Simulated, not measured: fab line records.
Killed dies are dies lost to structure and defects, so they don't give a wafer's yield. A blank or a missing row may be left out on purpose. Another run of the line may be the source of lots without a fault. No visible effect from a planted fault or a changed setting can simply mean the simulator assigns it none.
fab line records	flow sky130	part 1 of 2: steps 1 to 29 of 38
record lots=5	wafers=15	last_day=50
route steps=708 shown METAL2@486 VIA2@507
lots that met no fault: taken from a fault-free run of the same line
start_h: the number of hours between the record's first day and the start of the first shown wafer of the lot	wait_h: hours elapsed since this lot's preceding step	" the same as in the row above	L1.1+2: several wafers, shown together as one row	- no value present, or no start provided	* or withheld: withheld	< > ~ a bound
route shown NAME@n: a module of which the file shows steps, and the number in the route of the first	usual: mean and standard deviation over wafers with no fault	same: alike in all rows	chamber/n: place in a boat	sites: readings site by site	_std_site: the standard deviation of these	_edge_site: inner sites' mean taken away from outer sites' mean	radius_mm: for every site, how far away it sits from the centre of the wafer	mask NAME#n: copy n	behind: the last tool/chamber to shape the wafer	hold: why the lot was held/for how many hours/how that ended	device: which transistor (n, p or np) failed to switch	end of line: the same wafers' tests at the end of the route	a step given without rows: its recipe and nothing more	killed: dies lost to structure and defects at the first sort, not the wafer's yield	map: dies across one wafer; x = killed, . = not, _ = none there
set.NAME: setting as actually run; set.NAME@STEP: the setting as run at that earlier step	model.NAME: the simulator's own value behind a step, which no gauge read
lots seen at some steps along the route; tables by step, rows by wafer
services: from which hour (start_h, from the record's first day; less than 0 if before it) a tool's chamber was out of use, for how many hours, and why
## steps
# step SKY_METAL2_SPUTTER_03
# recipe material=Ti	target_thk_nm=5	power_w=3000	time_s=3.3	chamber_pressure_pa=0.4
# usual cathode_dc_power_W=3000.0/0.54	throttle_valve_pct=29.6/1.2
lot.wafer	tool	chamber	start_h	wait_h	cathode_dc_power_W	throttle_valve_pct
L078.2	pvd_sputter-01	-	829.20	0.0	3000.1	28.6
L078.3	"	-	"	"	2999.8	31.2
L078.4	"	-	"	"	2999.3	29.9
L082.3	pvd_sputter-01	-	859.71	0.0	2999.4	28.6
L082.4	"	-	"	"	2999.9	27.4
L082.6	"	-	"	"	2999.9	28.5
L088.2	pvd_sputter-01	-	902.73	0.0	3000.2	29.8
L088.5	"	-	"	"	2999.7	28.0
L088.6	"	-	"	"	3000.2	31.4
L091.1	pvd_sputter-01	-	919.37	0.0	3000.6	28.8
L091.3	"	-	"	"	3000.0	30.1
L091.5	"	-	"	"	2999.9	31.3
L096.2	pvd_sputter-01	-	956.94	0.0	2999.6	29.6
L096.4	"	-	"	"	3000.3	28.7
L096.6	"	-	"	"	2999.4	31.1
# step SKY_METAL2_SPUTTER_04
# recipe material=TiN	target_thk_nm=70	power_w=6500	time_s=58.3	chamber_pressure_pa=0.4
# usual cathode_dc_power_W=6500.1/1.2	throttle_valve_pct=29.6/1.2
lot.wafer	tool	chamber	start_h	wait_h	cathode_dc_power_W	throttle_valve_pct
L078.2	pvd_sputter-01	-	829.22	0.0	6499.6	28.5
L078.3	"	-	"	"	6499.1	31.2
L078.4	"	-	"	"	6501.6	29.7
L082.3	pvd_sputter-01	-	859.73	0.0	6500.8	28.7
L082.4	"	-	"	"	6500.6	27.8
L082.6	"	-	"	"	6500.0	28.7
L088.2	pvd_sputter-01	-	902.75	0.0	6498.9	29.9
L088.5	"	-	"	"	6500.2	27.6
L088.6	"	-	"	"	6497.9	31.2
L091.1	pvd_sputter-01	-	919.39	0.0	6500.7	28.7
L091.3	"	-	"	"	6501.0	29.9
L091.5	"	-	"	"	6501.0	31.4
L096.2	pvd_sputter-01	-	956.96	0.0	6501.4	30.0
L096.4	"	-	"	"	6498.0	28.5
L096.6	"	-	"	"	6500.5	31.5
# step SKY_METAL2_RS_MEAS_05
# recipe thk_meas_gauge=four-point-probe	reads=TiN_of_METAL2_SPUTTER_04+Ti_of_METAL2_SPUTTER_03+AlCu_of_METAL2_SPUTTER_02+TiN_of_METAL2_SPUTTER_01+Ti_of_METAL2_SPUTTER_00
# usual METAL2_ALCU_RS=0.1262/0.0015
lot.wafer	tool	chamber	start_h	wait_h	METAL2_ALCU_RS[ohm/sq]
L078.2	film_metro-03	-	829.28	0.0	0.1249
L078.3	"	-	"	"	0.1269
L078.4	"	-	"	"	0.1270
L082.3	film_metro-04	-	859.82	0.1	0.1237
L082.4	"	-	"	"	0.1246
L082.6	"	-	"	"	0.1227
L088.2	film_metro-04	-	902.82	0.0	0.1269
L088.5	"	-	"	"	0.1263
L088.6	"	-	"	"	0.1252
L091.1	film_metro-03	-	919.43	0.0	0.1255
L091.3	"	-	"	"	0.1278
L091.5	"	-	"	"	0.1256
L096.2	film_metro-03	-	957.03	0.0	0.1274
L096.4	"	-	"	"	0.1244
L096.6	"	-	"	"	0.1253
# step SKY_METAL2_THK_MEAS_06
# recipe thk_meas_gauge=xrf	reads=AlCu_of_METAL2_SPUTTER_02
# usual METAL2_ALCU_THK=249/3.6
lot.wafer	tool	chamber	start_h	wait_h	METAL2_ALCU_THK[nm]
L078.2	film_metro-03	-	829.39	0.1	248
L078.3	"	-	"	"	246
L078.4	"	-	"	"	247
L082.3	film_metro-04	-	859.92	0.1	256
L082.4	"	-	"	"	255
L082.6	"	-	"	"	257
L088.2	film_metro-04	-	902.93	0.1	248
L088.5	"	-	"	"	250
L088.6	"	-	"	"	254
L091.1	film_metro-03	-	919.55	0.1	249
L091.3	"	-	"	"	244
L091.5	"	-	"	"	248
L096.2	film_metro-03	-	957.14	0.1	247
L096.4	"	-	"	"	250
L096.6	"	-	"	"	250
# step SKY_METAL2_DEHYDRATE_07
# recipe temp_c=200	time_s=60
lot.wafer	tool	chamber	start_h	wait_h
L078.2+3+4	litho_track-03	0	842.39	13.0
L082.3+4+6	litho_track-04	0	872.47	12.5
L088.2+5+6	litho_track-03	0	914.09	11.1
L091.1+3+5	litho_track-02	0	931.61	12.0
L096.2+4+6	litho_track-02	0	968.48	11.3
# step SKY_METAL2_HMDS_08
# recipe prime_time_s=60	prime_temp_c=120
lot.wafer	tool	chamber	start_h	wait_h
L078.2+3+4	litho_track-03	0	842.54	0.1
L082.3+4+6	litho_track-04	0	872.62	0.1
L088.2+5+6	litho_track-03	0	914.24	0.1
L091.1+3+5	litho_track-02	0	931.76	0.1
L096.2+4+6	litho_track-02	0	968.63	0.1
# step SKY_METAL2_COAT_09
# recipe resist=BARC	temp_c=withheld	time_s=withheld	spin_rpm=3000	resist_thk_nm=60
lot.wafer	tool	chamber	start_h	wait_h
L078.2+3+4	litho_track-03	0	842.69	0.1
L082.3+4+6	litho_track-04	0	872.77	0.1
L088.2+5+6	litho_track-03	0	914.39	0.1
L091.1+3+5	litho_track-02	0	931.91	0.1
L096.2+4+6	litho_track-02	0	968.78	0.1
# step SKY_METAL2_COAT_10
# recipe resist=KrF-thick	spin_rpm=3000	resist_thk_nm=450
lot.wafer	tool	chamber	start_h	wait_h
L078.2+3+4	litho_track-03	0	-	-
L082.3+4+6	litho_track-04	0	-	-
L088.2+5+6	litho_track-03	0	-	-
L091.1+3+5	litho_track-02	0	-	-
L096.2+4+6	litho_track-02	0	-	-
# step SKY_METAL2_SOFTBAKE_11
# recipe temp_c=100	time_s=90	resist=KrF-thick
lot.wafer	tool	chamber	start_h	wait_h
L078.2+3+4	litho_track-03	0	-	-
L082.3+4+6	litho_track-04	0	-	-
L088.2+5+6	litho_track-03	0	-	-
L091.1+3+5	litho_track-02	0	-	-
L096.2+4+6	litho_track-02	0	-	-
# step SKY_METAL2_EXPOSE_12
# recipe mask_id=MM2	na=0.8	source_shape=annular	sigma_inner=0.55	sigma_outer=0.85	target_cd_nm=140	dose_mj=28
# usual exposure_dose_mJ_cm2=27.95/0.033	reticle_temp_C=22.97/0.11
lot.wafer	tool	chamber	start_h	wait_h	mask	exposure_dose_mJ_cm2	reticle_temp_C
L078.2	krf_scanner-01	0	-	-	MM2#0	27.99	23.06
L078.3	"	0	"	"	MM2#0	27.97	23.07
L078.4	"	0	"	"	MM2#0	27.98	23.24
L082.3	krf_scanner-01	0	-	-	MM2#0	27.97	23.06
L082.4	"	0	"	"	MM2#0	27.97	23.15
L082.6	"	0	"	"	MM2#0	28.00	22.99
L088.2	krf_scanner-02	0	-	-	MM2#0	27.92	23.06
L088.5	"	0	"	"	MM2#0	27.90	22.98
L088.6	"	0	"	"	MM2#0	27.92	23.06
L091.1	krf_scanner-01	0	-	-	MM2#0	27.99	23.03
L091.3	"	0	"	"	MM2#0	27.97	23.05
L091.5	"	0	"	"	MM2#0	27.94	22.92
L096.2	krf_scanner-02	0	-	-	MM2#0	27.93	22.86
L096.4	"	0	"	"	MM2#0	27.92	22.91
L096.6	"	0	"	"	MM2#0	27.93	22.99
# step SKY_METAL2_PEB_13
# recipe peb_temp_c=withheld	peb_time_s=withheld	resist=KrF-thick
lot.wafer	tool	chamber	start_h	wait_h
L078.2+3+4	litho_track-02	0	-	-
L082.3+4+6	litho_track-04	0	-	-
L088.2+5+6	litho_track-03	0	-	-
L091.1+3+5	litho_track-02	0	-	-
L096.2+4+6	litho_track-04	0	-	-
# step SKY_METAL2_DEVELOP_14
# recipe develop_time_s=60	resist=KrF-thick	dev_temp_c=21
# usual developer_temp_C=21.03/0.1
lot.wafer	tool	chamber	start_h	wait_h	developer_temp_C
L078.2	litho_track-02	0	-	-	21.19
L078.3	"	0	"	"	21.17
L078.4	"	0	"	"	21.12
L082.3	litho_track-04	0	-	-	21.09
L082.4	"	0	"	"	21.05
L082.6	"	0	"	"	20.97
L088.2	litho_track-03	0	-	-	21.03
L088.5	"	0	"	"	21.15
L088.6	"	0	"	"	21.29
L091.1	litho_track-02	0	-	-	20.97
L091.3	"	0	"	"	21.01
L091.5	"	0	"	"	21.02
L096.2	litho_track-04	0	-	-	21.01
L096.4	"	0	"	"	21.05
L096.6	"	0	"	"	20.90
# step SKY_METAL2_CD_MEAS_15
# recipe target_cd_nm=140
# usual cd_nm=140.0/1.4
lot.wafer	tool	chamber	start_h	wait_h	cd_nm
L078.2	cd_sem-02	-	855.73	-	138.5
L078.3	"	-	"	"	139.5
L078.4	"	-	"	"	139.0
L082.3	cd_sem-01	-	885.31	-	139.8
L082.4	"	-	"	"	138.9
L082.6	"	-	"	"	140.1
L088.2	cd_sem-02	-	927.63	-	138.4
L088.5	"	-	"	"	139.9
L088.6	"	-	"	"	138.5
L091.1	cd_sem-02	-	944.41	-	140.9
L091.3	"	-	"	"	142.2
L091.5	"	-	"	"	141.2
L096.2	cd_sem-01	-	981.75	-	138.8
L096.4	"	-	"	"	139.1
L096.6	"	-	"	"	138.0
# step SKY_METAL2_OVL_MEAS_16
# usual METAL2_OVL=-1/6
lot.wafer	tool	chamber	start_h	wait_h	METAL2_OVL[nm]
L078.2	overlay-02	-	855.83	0.1	4
L078.3	"	-	"	"	8
L078.4	"	-	"	"	6
L082.3	overlay-02	-	885.41	0.1	9
L082.4	"	-	"	"	-9
L082.6	"	-	"	"	-1
L088.2	overlay-01	-	927.74	0.1	-4
L088.5	"	-	"	"	-3
L088.6	"	-	"	"	6
L091.1	overlay-02	-	944.53	0.1	-4
L091.3	"	-	"	"	-1
L091.5	"	-	"	"	-8
L096.2	overlay-02	-	981.85	0.1	-5
L096.4	"	-	"	"	-4
L096.6	"	-	"	"	-4
# step SKY_METAL2_DESCUM_17
# recipe chemistry=O2	source_power_w=150	bias_power_w=0	pressure_mtorr=10	temp_c=40	time_s=8
# usual drypump_motor_current_A=5.8/0.43	oes_product_au=1.000/0.011
lot.wafer	tool	chamber	start_h	wait_h	drypump_motor_current_A	oes_product_au	rf_hours_counter_h
L078.2	rie_metal-03	0	855.86	0.0	5.4	0.998	16
L078.3	"	1	"	"	6.2	1.011	-
L078.4	"	0	"	"	5.4	1.008	-
L082.3	rie_metal-04	1	885.44	0.0	5.7	1.002	-
L082.4	"	0	"	"	6.5	0.981	-
L082.6	"	0	"	"	6.5	0.989	-
L088.2	rie_metal-04	1	927.77	0.0	5.7	1.005	9
L088.5	"	0	"	"	6.5	0.984	-
L088.6	"	1	"	"	5.7	1.009	-
L091.1	rie_metal-03	1	944.56	0.0	6.2	1.013	9
L091.3	"	0	"	"	5.4	0.997	-
L091.5	"	0	"	"	5.4	0.992	-
L096.2	rie_metal-04	1	981.88	0.0	5.7	1.013	11
L096.4	"	1	"	"	5.7	1.010	-
L096.6	"	0	"	"	6.4	0.986	-
# step SKY_METAL2_ETCH_18
# recipe chemistry=N2/H2	target=BARC	ion_energy_ev=200	bias_w=100	pressure_mtorr=30	n2_flow_sccm=100	h2_flow_sccm=200	icp_w=500	stop_on=SiO2	time_s=45.9	target_depth_a=600
# usual drypump_motor_current_A=5.8/0.44	oes_product_au=0.855/0.0046	throttle_valve_pct=13.224/0.0091
lot.wafer	tool	chamber	start_h	wait_h	drypump_motor_current_A	oes_product_au	rf_hours_counter_h	throttle_valve_pct
L078.2	rie_metal-03	0	855.89	0.0	5.3	0.847	16	13.228
L078.3	"	1	"	"	6.2	0.852	-	13.214
L078.4	"	0	"	"	5.3	0.845	-	13.229
L082.3	rie_metal-04	1	885.48	0.0	5.7	0.856	-	13.239
L082.4	"	0	"	"	6.4	0.858	-	13.202
L082.6	"	0	"	"	6.5	0.851	-	13.216
L088.2	rie_metal-04	1	927.80	0.0	5.7	0.859	9	13.228
L088.5	"	0	"	"	6.5	0.852	-	13.235
L088.6	"	1	"	"	5.7	0.858	-	13.212
L091.1	rie_metal-03	1	944.59	0.0	6.3	0.854	9	13.228
L091.3	"	0	"	"	5.4	0.842	-	13.220
L091.5	"	0	"	"	5.3	0.869	-	13.219
L096.2	rie_metal-04	1	981.91	0.0	5.7	0.851	12	13.219
L096.4	"	1	"	"	5.7	0.856	-	13.214
L096.6	"	0	"	"	6.5	0.858	-	13.220
# step SKY_METAL2_METAL_ETCH_19
# recipe target_depth_a=3600	stop_on=SiO2	over_etch_frac=0.3	time_s=78	chemistry=Cl2/BCl3	resist_sidewall_deg=88	pressure_mtorr=10	icp_w=900	bias_w=48.5	Cl2_flow_sccm=60	bcl3_flow_sccm=30
# usual drypump_motor_current_A=5.8/0.44	oes_product_au=0.855/0.0055	throttle_valve_pct=22.264/0.0086
lot.wafer	tool	chamber	start_h	wait_h	drypump_motor_current_A	oes_product_au	rf_hours_counter_h	throttle_valve_pct
L078.2	rie_metal-03	0	855.96	0.0	5.4	0.860	16	22.267
L078.3	"	1	"	"	6.2	0.860	-	22.265
L078.4	"	0	"	"	5.4	0.855	-	22.265
L082.3	rie_metal-04	1	885.56	0.1	5.7	0.863	-	22.249
L082.4	"	0	"	"	6.5	0.855	-	22.276
L082.6	"	0	"	"	6.5	0.872	-	22.259
L088.2	rie_metal-04	1	927.86	0.0	5.7	0.850	9	22.253
L088.5	"	0	"	"	6.5	0.853	-	22.275
L088.6	"	1	"	"	5.7	0.861	-	22.256
L091.1	rie_metal-03	1	944.66	0.0	6.2	0.856	9	22.279
L091.3	"	0	"	"	5.3	0.851	-	22.267
L091.5	"	0	"	"	5.4	0.853	-	22.268
L096.2	rie_metal-04	1	981.98	0.0	5.7	0.855	12	22.257
L096.4	"	1	"	"	5.7	0.860	-	22.273
L096.6	"	0	"	"	6.5	0.855	-	22.270
# step SKY_METAL2_STRIP_20
# recipe chemistry=O2/N2	power_w=1400	pressure_mtorr=1500	platen_temp_c=withheld	o2_flow_sccm=3000	n2_flow_sccm=300	overash_fraction=0.5
# usual drypump_motor_current_A=5.9/0.4	oes_product_au=0.343/0.0044	strip_time_to_endpoint_s=2.70/0.049
lot.wafer	tool	chamber	start_h	wait_h	drypump_motor_current_A	oes_product_au	rf_hours_counter_h	strip_time_to_endpoint_s
L078.2	plasma_asher-03	1	856.05	0.1	6.5	0.348	105	2.73
L078.3	"	1	"	"	6.5	0.339	-	2.69
L078.4	"	0	"	"	6.3	0.342	-	2.75
L082.3	plasma_asher-02	1	885.65	0.1	6.1	0.348	-	2.70
L082.4	"	0	"	"	5.7	0.343	-	2.78
L082.6	"	0	"	"	5.7	0.347	-	2.78
L088.2	plasma_asher-03	0	927.95	0.1	6.3	0.339	109	2.68
L088.5	"	0	"	"	6.3	0.340	-	2.74
L088.6	"	1	"	"	6.5	0.342	-	2.67
L091.1	plasma_asher-04	1	944.75	0.1	5.2	0.340	16	2.68
L091.3	"	0	"	"	6.3	0.346	-	2.73
L091.5	"	1	"	"	5.2	0.340	-	2.74
L096.2	plasma_asher-04	1	982.07	0.1	5.2	0.332	19	2.66
L096.4	"	0	"	"	6.3	0.338	-	2.63
L096.6	"	1	"	"	5.2	0.335	-	2.72
# step SKY_METAL2_STRIP_21
# recipe chemistry=post_etch_residue_remover	time_s=1200	temp_c=72.5
# usual bath_heat_duty_pct=13.6/1.2
lot.wafer	tool	chamber	start_h	wait_h	bath_heat_duty_pct
L078.2	wet_bench-02	2	856.15	0.1	14.5
L078.3	"	2	"	"	14.8
L078.4	"	2	"	"	14.3
L082.3	wet_bench-03	0	885.72	0.0	14.7
L082.4	"	0	"	"	14.3
L082.6	"	0	"	"	13.6
L088.2	wet_bench-02	3	928.05	0.1	14.3
L088.5	"	3	"	"	14.1
L088.6	"	3	"	"	14.8
L091.1	wet_bench-04	2	944.85	0.1	11.7
L091.3	"	2	"	"	13.4
L091.5	"	2	"	"	13.5
L096.2	wet_bench-03	3	982.17	0.1	15.0
L096.4	"	3	"	"	14.9
L096.6	"	3	"	"	15.5
# step SKY_METAL2_CLEAN_22
# recipe chemistry=IPA	time_s=180	temp_c=25
# usual bath_heat_duty_pct=6.1/0.66
lot.wafer	tool	chamber	start_h	wait_h	bath_heat_duty_pct
L078.2	wet_bench-04	2	856.52	0.0	4.8
L078.3	"	2	"	"	6.3
L078.4	"	2	"	"	5.5
L082.3	wet_bench-04	3	886.06	0.0	6.1
L082.4	"	3	"	"	6.8
L082.6	"	3	"	"	6.2
L088.2	wet_bench-04	1	928.43	0.0	5.4
L088.5	"	1	"	"	6.0
L088.6	"	1	"	"	6.0
L091.1	wet_bench-03	2	945.19	0.0	5.4
L091.3	"	2	"	"	4.6
L091.5	"	2	"	"	6.0
L096.2	wet_bench-02	3	982.54	0.0	6.6
L096.4	"	3	"	"	6.5
L096.6	"	3	"	"	5.5
# step SKY_METAL2_CLEAN_23
# recipe chemistry=O3/DIW	dry=n2_spin
lot.wafer	tool	chamber	start_h	wait_h
L078.2+3+4	wet_bench-02	1	856.58	0.0
L082.3+4+6	wet_bench-02	2	886.12	0.0
L088.2+5+6	wet_bench-03	2	928.48	0.0
L091.1+3+5	wet_bench-02	2	945.25	0.0
L096.2+4+6	wet_bench-02	2	982.60	0.0
# step SKY_VIA2_HDPCVD_00
# recipe material=SiO2	target_thk_nm=1180	sigma_open_frac=0.3	time_s=196.7	temp_c=400	sih4_flow_sccm=60	pressure_mtorr=6
lot.wafer	tool	chamber	start_h	wait_h
L078.2+3+4	hdpcvd-02	1,2,0	856.69	0.0
L082.3+4+6	hdpcvd-01	2,0,2	886.22	0.0
L088.2+5+6	hdpcvd-01	1,0,1	928.58	0.0
L091.1+3+5	hdpcvd-01	1,2,0	945.36	0.0
L096.2+4+6	hdpcvd-02	1,0,1	982.70	0.0
# step SKY_VIA2_THK_MEAS_01
# recipe reads=SiO2_of_VIA2_HDPCVD_00
# usual VIA2_HDPCVD_THK=1177/15
lot.wafer	tool	chamber	start_h	wait_h	VIA2_HDPCVD_THK[nm]
L078.2	film_metro-03	-	856.82	0.1	1173
L078.3	"	-	"	"	1191
L078.4	"	-	"	"	1193
L082.3	film_metro-02	-	886.36	0.1	1174
L082.4	"	-	"	"	1190
L082.6	"	-	"	"	1190
L088.2	film_metro-02	-	928.71	0.1	1151
L088.5	"	-	"	"	1189
L088.6	"	-	"	"	1155
L091.1	film_metro-04	-	945.48	0.1	1134
L091.3	"	-	"	"	1167
L091.5	"	-	"	"	1176
L096.2	film_metro-03	-	982.84	0.1	1154
L096.4	"	-	"	"	1155
L096.6	"	-	"	"	1160
# step SKY_VIA2_CMP_02
# recipe material=SiO2	down_force_psi=4	platen_rpm=60	pad_velocity_m_s=0.94248
# usual motor_current_A=12.4/1.1
lot.wafer	tool	chamber	start_h	wait_h	motor_current_A
L078.2	cmp-01	3	856.87	0.0	14.0
L078.4	"	0	"	"	13.3
L078.3	"	1	"	"	12.5
L082.3	cmp-02	2	886.45	0.1	10.8
L082.4	"	3	"	"	9.9
L082.6	"	1	"	"	12.4
L088.2	cmp-02	3	928.81	0.1	9.7
L088.5	"	2	"	"	10.6
L088.6	"	3	"	"	10.4
L091.1	cmp-01	1	945.59	0.1	12.9
L091.3	"	2	"	"	12.4
L091.5	"	1	"	"	12.5
L096.4	cmp-02	3	982.94	0.1	10.1
L096.2	"	1	"	"	12.4
L096.6	"	2	"	"	11.0
# step SKY_VIA2_BOW_MEAS_03
# recipe mode=bow
# usual VIA2_BOW=85/7.2
lot.wafer	tool	chamber	start_h	wait_h	VIA2_BOW[um]
L078.2	film_metro-04	-	857.19	0.3	96
L078.3	"	-	"	"	92
L078.4	"	-	"	"	91
L082.3	film_metro-03	-	886.74	0.2	93
L082.4	"	-	"	"	73
L082.6	"	-	"	"	91
L088.2	film_metro-03	-	929.08	0.2	92
L088.5	"	-	"	"	85
L088.6	"	-	"	"	91
L091.1	film_metro-03	-	945.84	0.2	81
L091.3	"	-	"	"	79
L091.5	"	-	"	"	92
L096.2	film_metro-03	-	983.21	0.1	76
L096.4	"	-	"	"	87
L096.6	"	-	"	"	94
# step SKY_VIA2_DEHYDRATE_04
# recipe temp_c=200	time_s=60
lot.wafer	tool	chamber	start_h	wait_h
L078.2+3+4	litho_track-01	0	869.57	12.4
L082.3+4+6	litho_track-03	0	899.51	12.8
L088.2+5+6	litho_track-02	0	940.88	11.8
L091.1+3+5	litho_track-01	0	958.34	12.5
L096.2+4+6	litho_track-02	0	994.03	10.8
# step SKY_VIA2_HMDS_05
# recipe prime_time_s=60	prime_temp_c=120
lot.wafer	tool	chamber	start_h	wait_h
L078.2+3+4	litho_track-01	0	869.72	0.1
L082.3+4+6	litho_track-03	0	899.66	0.1
L088.2+5+6	litho_track-02	0	941.03	0.1
L091.1+3+5	litho_track-01	0	958.49	0.1
L096.2+4+6	litho_track-02	0	994.18	0.1
# step SKY_VIA2_COAT_06
# recipe resist=BARC	temp_c=withheld	time_s=withheld	spin_rpm=3000	resist_thk_nm=60
lot.wafer	tool	chamber	start_h	wait_h
L078.2+3+4	litho_track-01	0	869.87	0.1
L082.3+4+6	litho_track-03	0	899.81	0.1
L088.2+5+6	litho_track-02	0	941.18	0.1
L091.1+3+5	litho_track-01	0	958.64	0.1
L096.2+4+6	litho_track-02	0	994.33	0.1
# step SKY_VIA2_COAT_07
# recipe resist=KrF-thick	spin_rpm=3000	resist_thk_nm=450
lot.wafer	tool	chamber	start_h	wait_h
L078.2+3+4	litho_track-01	0	-	-
L082.3+4+6	litho_track-03	0	-	-
L088.2+5+6	litho_track-02	0	-	-
L091.1+3+5	litho_track-01	0	-	-
L096.2+4+6	litho_track-02	0	-	-
